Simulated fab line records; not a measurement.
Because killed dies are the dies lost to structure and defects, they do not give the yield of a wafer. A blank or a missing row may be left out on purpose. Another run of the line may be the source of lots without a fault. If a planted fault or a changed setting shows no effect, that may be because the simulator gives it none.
Comparing a struck lot with a sound one / flow sky130 / 21 steps out of a route of 708
Sound: these wafers, L577.2, L577.3, L577.4. Wafers struck: L582.2, L582.3, L582.6. The cause is given at the end.
For every step that has rows: the tool of each side, followed by ch and its chambers, followed by its first start. Under that, the readings that differ: sound wafers / struck wafers / difference of the means / sigmas: that difference in standard deviations of wafers without a fault.
alike: readings with means less than 2 such deviations apart, plus words and numbers identical on both sides. not compared: withheld readings, readings lacking a value on some wafer, bounds such as >300 that could conceal the same value, and numbers that have no deviation in the record and whose values overlap.
The two part at a step that has a row with sigmas, a row that says differs or no value, or rows on one side only. Numbers that have no deviation but don't overlap get no sigmas and don't part them. Lack of a reading on every wafer of one side parts them only where that side has two or more wafers.

first, 1 step without rows for these wafers: SKY_RES_XHIGH_IMPLANT_07.
SKY_RES_XHIGH_STRIP_08: strips in O2/N2.
  sound on plasma-asher-03 ch 0,1, day 27 10:56; struck on plasma-asher-02 ch 0,1, day 29 10:56
  alike: drypump-motor-current-A, oes-product-au, strip-time-to-endpoint-s
  not compared: rf-hours-counter-h
SKY_RES_XHIGH_TW_MEAS_09:
  struck on film-metro-03, day 29 11:03; sound on film-metro-04, day 27 11:03
  alike: RES_XHIGH_TW
then, 7 steps without rows for these wafers: SKY_SD_N_DEHYDRATE_00 (time 60 s); SKY_SD_N_HMDS_01 (prime time 60 s); SKY_SD_N_COAT_02 (resist thk 1140 nm); SKY_SD_N_SOFTBAKE_03 (time 60 s); SKY_SD_N_EXPOSE_04 (exposes mask NSDM, target cd 380 nm); SKY_SD_N_PEB_05; SKY_SD_N_DEVELOP_06 (develop time 60 s).
SKY_SD_N_CD_MEAS_07 targets a cd of 380 nm.
  struck on cd-sem-02, day 30 13:46; sound on cd-sem-01, day 28 17:04
  alike: cd-nm
SKY_SD_N_OVL_MEAS_08:
  struck on overlay-01, day 30 13:53; sound on overlay-01, day 28 17:10
  alike: SD_N_OVL
SKY_SD_N_IMPLANT_09:
  sound on implanter-01 ch 0, day 28 17:13; struck on implanter-01 ch 0, day 30 13:56
reading=beam-energy-keV; sound=50.012 49.987 49.986; struck=45.580 45.559 45.581; difference=-4.422; sigmas=-99 or more
reading=model.implant.rp-nm (nm); sound=32.39 32.39 32.39; struck=29.65 29.65 29.65; difference=-2.74; sigmas=
reading=model.implant.drp-nm (nm); sound=14.11 14.11 14.11; struck=13.17 13.17 13.17; difference=-0.94; sigmas=
after that, 1 step had no rows for these wafers: SKY_SD_N_IMPLANT_10.
SKY_SD_N_STRIP_11: strips in O2/N2.
  sound on plasma-asher-03 ch 0,1, day 28 17:29; struck on plasma-asher-03 ch 0,1, day 30 14:13
reading=oes-product-au (a.u.); sound=0.522 0.520 0.529; struck=0.530 0.533 0.536; difference=+0.009; sigmas=+2
reading=strip-time-to-endpoint-s (s); sound=22.57 22.56 22.50; struck=21.86 21.85 21.82; difference=-0.70; sigmas=-18
  alike: drypump-motor-current-A
  not compared: rf-hours-counter-h
SKY_SD_N_TW_MEAS_12:
  struck on film-metro-03, day 30 14:19; sound on film-metro-02, day 28 17:36
reading=SD_N_TW; sound=4020 4003 3995; struck=3936 3952 3942; difference=-63; sigmas=-2
then, 1 step without rows for these wafers: SKY_SD_N_CLEAN_13 (cleans in SC1/SC2, time 150 s).
SKY_SD_N_RTA_14: time 2 s.
  sound on rtp-anneal-01 ch 0, day 28 17:43; struck on rtp-anneal-02 ch 0, day 30 14:26
  alike: lamp-power-pct, wafer_temp_C_max
SKY_SD_N_RS_MEAS_16: a four-point-probe measurement.
  struck on film-metro-02, day 30 14:40; sound on film-metro-04, day 28 17:53
reading=SD_N_RS (ohm/sq); sound=68.31 68.42 68.52; struck=71.70 71.93 71.69; difference=+3.36; sigmas=+31
SKY_SD_N_RS_MEAS_17: a four-point-probe measurement.
  struck on film-metro-02, day 30 14:47; sound on film-metro-04, day 28 18:01
  alike: SD_P_RS
-- the record jumps here: 17 days lie between the struck wafers' starts before and after (it left off in module SD_N and takes up again in module PAD_OPEN, whose first step shown is number 708 of the route) --
SKY_PAD_OPEN_PROBE_99:
  struck on prober-01, day 47 19:34; sound on prober-02, day 46 08:50
reading=model.etest.res-ndiff.line-ohm-um; sound=771.6 786.3 791.8; struck=793.5 806.3 803.3; difference=+17.8; sigmas=
reading=model.etest.res-ndiff.rs-ohm-sq; sound=120.7 120.5 121; struck=124.9 125.7 124.2; difference=+4.2; sigmas=
reading=model.etest.res-ndiff-hv.rs-ohm-sq; sound=113.8 112.6 114.3; struck=119.3 118.8 119.3; difference=+5.6; sigmas=
  alike: killed_at_M0_to_M3, killed_at_M4_up, killed-at-contacts, killed-at-front-end, killed-at-other, killed-dies, killed-on-rim, killed-open, killed-short

WHERE THEY PART
Earliest at SKY_SD_N_IMPLANT_09; latest, in this record, at SKY_SD_N_RS_MEAS_16. Later steps at which nothing parts them and some readings are alike: SKY_SD_N_RS_MEAS_17, SKY_PAD_OPEN_PROBE_99.

WHY: whatever the simulator had introduced
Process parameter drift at SKY_SD_N_IMPLANT_09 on implanter-01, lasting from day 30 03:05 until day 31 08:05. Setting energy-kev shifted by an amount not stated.
